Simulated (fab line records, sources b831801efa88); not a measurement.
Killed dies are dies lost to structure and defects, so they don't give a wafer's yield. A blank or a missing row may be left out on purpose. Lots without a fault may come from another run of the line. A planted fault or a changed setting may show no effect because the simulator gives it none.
Which tool did it? | flow gf180mcu | 12 lots, 36 wafers sampled, at 5 steps of a route of 602

WHAT THE GAUGES READ, wafer by wafer
GF_M3_CD_MEAS_14: target cd 280 nm.
lot  | measured     | on        | cd_nm (nm)
L210 | day 21 18:58 | cd_sem-01 | 279.7 279.2 279.4
L211 | day 22 05:28 | cd_sem-02 | 280.5 279.8 280.4
L212 | day 22 08:55 | cd_sem-02 | 279.7 281.1 281.4
L214 | day 23 07:28 | cd_sem-01 | 279.2 279.5 280.1
L215 | day 23 15:08 | cd_sem-01 | 279.1 277.9 278.7
L216 | day 23 17:57 | cd_sem-01 | 280.6 281.7 281.0
L217 | day 24 13:13 | cd_sem-02 | 280.0 282.0 281.6
L218 | day 24 16:08 | cd_sem-01 | 279.0 279.7 280.0
L219 | day 25 00:34 | cd_sem-02 | 279.9 278.1 278.9
L220 | day 25 11:07 | cd_sem-01 | 267.8 279.7 279.3
L222 | day 25 21:55 | cd_sem-01 | 268.3 279.4 278.6
L232 | day 28 20:02 | cd_sem-01 | 283.8 281.4 281.9

WHICH TOOL RAN EACH LOT (tool, then ch and the chambers of the sampled wafers, then the start)
lot  | GF_V2_SPUTTER_21             | GF_M3_SPUTTER_02             | GF_M3_SPUTTER_04             | GF_M3_EXPOSE_11
L210 | pvd_sputter-01, day 20 18:12 | pvd_sputter-03, day 20 19:02 | pvd_sputter-03, day 20 19:05 | krf_scanner-02 ch 0, day 21 07:07
L211 | pvd_sputter-02, day 21 05:14 | pvd_sputter-04, day 21 06:04 | pvd_sputter-04, day 21 06:07 | krf_scanner-01 ch 0, day 21 18:08
L212 | pvd_sputter-01, day 21 07:50 | pvd_sputter-02, day 21 08:40 | pvd_sputter-02, day 21 08:43 | krf_scanner-02 ch 0, day 21 21:11
L214 | pvd_sputter-02, day 22 07:35 | pvd_sputter-03, day 22 08:24 | pvd_sputter-03, day 22 08:27 | krf_scanner-02 ch 0, day 22 20:16
L215 | pvd_sputter-02, day 22 14:55 | pvd_sputter-03, day 22 15:44 | pvd_sputter-03, day 22 15:48 | krf_scanner-01 ch 0, day 23 03:46
L216 | pvd_sputter-04, day 22 19:04 | pvd_sputter-03, day 22 19:53 | pvd_sputter-03, day 22 19:56 | krf_scanner-01 ch 0, day 23 07:25
L217 | pvd_sputter-01, day 23 14:14 | pvd_sputter-03, day 23 15:04 | pvd_sputter-03, day 23 15:07 | krf_scanner-01 ch 0, day 24 02:01
L218 | pvd_sputter-04, day 23 17:10 | pvd_sputter-03, day 23 18:00 | pvd_sputter-03, day 23 18:03 | krf_scanner-01 ch 0, day 24 05:39
L219 | pvd_sputter-02, day 24 01:34 | pvd_sputter-04, day 24 02:24 | pvd_sputter-04, day 24 02:27 | krf_scanner-01 ch 0, day 24 14:19
L220 | pvd_sputter-01, day 24 12:38 | pvd_sputter-03, day 24 13:27 | pvd_sputter-03, day 24 13:30 | krf_scanner-01 ch 0, day 25 00:30
L222 | pvd_sputter-02, day 24 23:32 | pvd_sputter-04, day 25 00:37 | pvd_sputter-04, day 25 00:40 | krf_scanner-01 ch 0, day 25 11:33
L232 | pvd_sputter-04, day 27 23:55 | pvd_sputter-02, day 28 00:45 | pvd_sputter-02, day 28 00:48 | krf_scanner-02 ch 0, day 28 10:15
- GF_V2_SPUTTER_21: material Ti, target thk 15 nm, time 80.02 s.
- GF_M3_SPUTTER_02: material AlCu, target thk 450 nm, time 23.9 s.
- GF_M3_SPUTTER_04: material TiN, target thk 50 nm, time 41.7 s.
- GF_M3_EXPOSE_11: exposes mask Metal3, target cd 280 nm.

WHAT THE TOOLS THEMSELVES READ (means of the sampled wafers that have a number; where no wafer has one, the mark that the record gives instead)
GF_V2_SPUTTER_21.
lot  | tool           | throttle_valve_pct (%)
L210 | pvd_sputter-01 | 29.4
L211 | pvd_sputter-02 | 29.6
L212 | pvd_sputter-01 | 29.2
L214 | pvd_sputter-02 | 29.8
L215 | pvd_sputter-02 | 29.4
L216 | pvd_sputter-04 | 29.8
L217 | pvd_sputter-01 | 29.2
L218 | pvd_sputter-04 | 29.4
L219 | pvd_sputter-02 | 30.1
L220 | pvd_sputter-01 | 29.7
L222 | pvd_sputter-02 | 30.8
L232 | pvd_sputter-04 | 28.9

GF_M3_SPUTTER_02.
lot  | tool           | throttle_valve_pct (%)
L210 | pvd_sputter-03 | 29.9
L211 | pvd_sputter-04 | 29.6
L212 | pvd_sputter-02 | 30.3
L214 | pvd_sputter-03 | 30.7
L215 | pvd_sputter-03 | 29.9
L216 | pvd_sputter-03 | 29.7
L217 | pvd_sputter-03 | 29.4
L218 | pvd_sputter-03 | 29.6
L219 | pvd_sputter-04 | 29.4
L220 | pvd_sputter-03 | 29.8
L222 | pvd_sputter-04 | 28.7
L232 | pvd_sputter-02 | 30.8

GF_M3_SPUTTER_04.
lot  | tool           | throttle_valve_pct (%)
L210 | pvd_sputter-03 | 29.8
L211 | pvd_sputter-04 | 29.6
L212 | pvd_sputter-02 | 30.2
L214 | pvd_sputter-03 | 30.6
L215 | pvd_sputter-03 | 29.9
L216 | pvd_sputter-03 | 29.7
L217 | pvd_sputter-03 | 29.5
L218 | pvd_sputter-03 | 29.6
L219 | pvd_sputter-04 | 29.4
L220 | pvd_sputter-03 | 29.8
L222 | pvd_sputter-04 | 28.9
L232 | pvd_sputter-02 | 30.9

GF_M3_EXPOSE_11.
lot  | tool           | reticle_temp_C (C)
L210 | krf_scanner-02 | 22.82
L211 | krf_scanner-01 | 22.97
L212 | krf_scanner-02 | 22.95
L214 | krf_scanner-02 | 23.07
L215 | krf_scanner-01 | 23.06
L216 | krf_scanner-01 | 23.09
L217 | krf_scanner-01 | 23.03
L218 | krf_scanner-01 | 23.06
L219 | krf_scanner-01 | 23.03
L220 | krf_scanner-01 | 22.84
L222 | krf_scanner-01 | 23.09
L232 | krf_scanner-02 | 23.11

THE ANSWER, worked out from the rows above alone
Rule: what is usual is taken from the lots themselves. Put in order of their means at a reading, lots are off if they are a third of the lots or fewer, leave a main group of 4 or more, and stand apart from it by a gap of 3 or more times the standard deviation of the main group's means; of several such gaps the widest counts. A main group whose means are all the same, to the digits that the tables above print for the reading, isn't used. A lot without any number at a reading at which 4 lots or more have one is off too. The other lots that the step has rows for count as sound. The gauges are gone through in route order, then the tools' own readings, and for those a lot's mean is taken as printed above. The first step at which some lot is off is used, and at that step the reading that is off furthest; a lot without a number counts as furthest.
No lot is off at any reading shown: from this, nothing can be told.

WHAT THE SIMULATOR HAD PUT IN
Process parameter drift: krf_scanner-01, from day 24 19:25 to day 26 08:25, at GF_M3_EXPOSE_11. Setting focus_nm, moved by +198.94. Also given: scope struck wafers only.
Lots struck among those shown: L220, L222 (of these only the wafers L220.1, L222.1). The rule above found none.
